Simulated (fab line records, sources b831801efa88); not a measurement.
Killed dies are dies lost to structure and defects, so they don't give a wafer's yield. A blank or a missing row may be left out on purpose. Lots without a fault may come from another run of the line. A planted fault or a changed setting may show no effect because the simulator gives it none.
Tool commonality check | flow gf180mcu | 15 lots, 54 wafers sampled

WHY IT WAS OPENED
At GF_DNWELL_TW_MEAS_09 the reading DNWELL_TW is flagged on 3 of 15 lots. Wafers without a fault read 1356, standard deviation 17.
Rule: a lot is flagged when every wafer of it that has a number lies more than 4 standard deviations from that mean, or none has a number. The other lots count as sound.

lot  | measured    | on            | DNWELL_TW, wafer by wafer | flag
L610 | day 2 19:58 | film_metro-02 | 1359 1360 1357            |
L611 | day 3 00:37 | film_metro-02 | 1353 1365 1359            |
L612 | day 3 05:32 | film_metro-03 | 1367 1375 1379            |
L613 | day 3 14:07 | film_metro-02 | 1367 1359 1372            |
L616 | day 4 07:04 | film_metro-01 | 1323 1326 1323            |
L617 | day 4 14:05 | film_metro-01 | 1341 1342 1340            |
L619 | day 4 20:23 | film_metro-03 | 1368 1369 1376            |
L621 | day 5 14:58 | film_metro-01 | 1335 1334 1342            |
L622 | day 5 15:40 | film_metro-01 | 1343 1340 1347            |
L624 | day 6 01:35 | film_metro-03 | 1364 1360 1364            |
L625 | day 6 08:57 | film_metro-03 | 1374 1371 1374            |
L626 | day 6 09:02 | film_metro-01 | 30 30 30 30 30 30         | FLAGGED
L627 | day 6 14:36 | film_metro-02 | 31 31 31 31 31 31         | FLAGGED
L628 | day 6 18:51 | film_metro-03 | 31 31 31 31 31 31         | FLAGGED
L633 | day 7 23:17 | film_metro-03 | 1378 1369 1380            |
The numbers of the flagged lots are 31 on average: -1325 against the usual, or -78 standard deviations.

WHICH TOOL RAN EACH LOT
The record holds 1 process step before the reading, out of a route of 602 steps. In each cell: the tool, then ch and the chambers that the sampled wafers went through, then the start.
lot  | flag    | GF_DNWELL_DEVELOP_06
L610 |         | litho_track-02 ch 0, day 2 19:00
L611 |         | litho_track-04 ch 0, day 3 00:00
L612 |         | litho_track-02 ch 0, day 3 05:00
L613 |         | litho_track-04 ch 0, day 3 13:00
L616 |         | litho_track-02 ch 0, day 4 06:00
L617 |         | litho_track-04 ch 0, day 4 13:00
L619 |         | litho_track-01 ch 0, day 4 19:00
L621 |         | litho_track-02 ch 0, day 5 14:00
L622 |         | litho_track-01 ch 0, day 5 15:00
L624 |         | litho_track-04 ch 0, day 6 01:00
L625 |         | litho_track-04 ch 0, day 6 08:00
L626 | FLAGGED | litho_track-02, day 6 08:00
L627 | FLAGGED | litho_track-04, day 6 14:00
L628 | FLAGGED | litho_track-04, day 6 18:00
L633 |         | litho_track-02 ch 0, day 7 22:00
What these steps do:
- GF_DNWELL_DEVELOP_06: develop time 61.66 s.
- GF_DNWELL_TW_MEAS_09

FLAGGED OVER TOTAL, TOOL BY TOOL (the gauges that took the reading come last)
step                 | tool           | lots run | flagged | share of the flagged lots | sound lots run after its first flagged lot
GF_DNWELL_DEVELOP_06 | litho_track-01 | 2        | 0       | none                      | -
GF_DNWELL_DEVELOP_06 | litho_track-02 | 6        | 1       | some                      | 1 (L633)
GF_DNWELL_DEVELOP_06 | litho_track-04 | 7        | 2       | some                      | 0
GF_DNWELL_TW_MEAS_09 | film_metro-01  | 5        | 1       | some                      | 0
GF_DNWELL_TW_MEAS_09 | film_metro-02  | 4        | 1       | some                      | 0
GF_DNWELL_TW_MEAS_09 | film_metro-03  | 6        | 1       | some                      | 1 (L633)

WHAT THE TABLE ALLOWS
No row of the table ran every flagged lot.

WHAT THE SIMULATOR HAD PUT IN
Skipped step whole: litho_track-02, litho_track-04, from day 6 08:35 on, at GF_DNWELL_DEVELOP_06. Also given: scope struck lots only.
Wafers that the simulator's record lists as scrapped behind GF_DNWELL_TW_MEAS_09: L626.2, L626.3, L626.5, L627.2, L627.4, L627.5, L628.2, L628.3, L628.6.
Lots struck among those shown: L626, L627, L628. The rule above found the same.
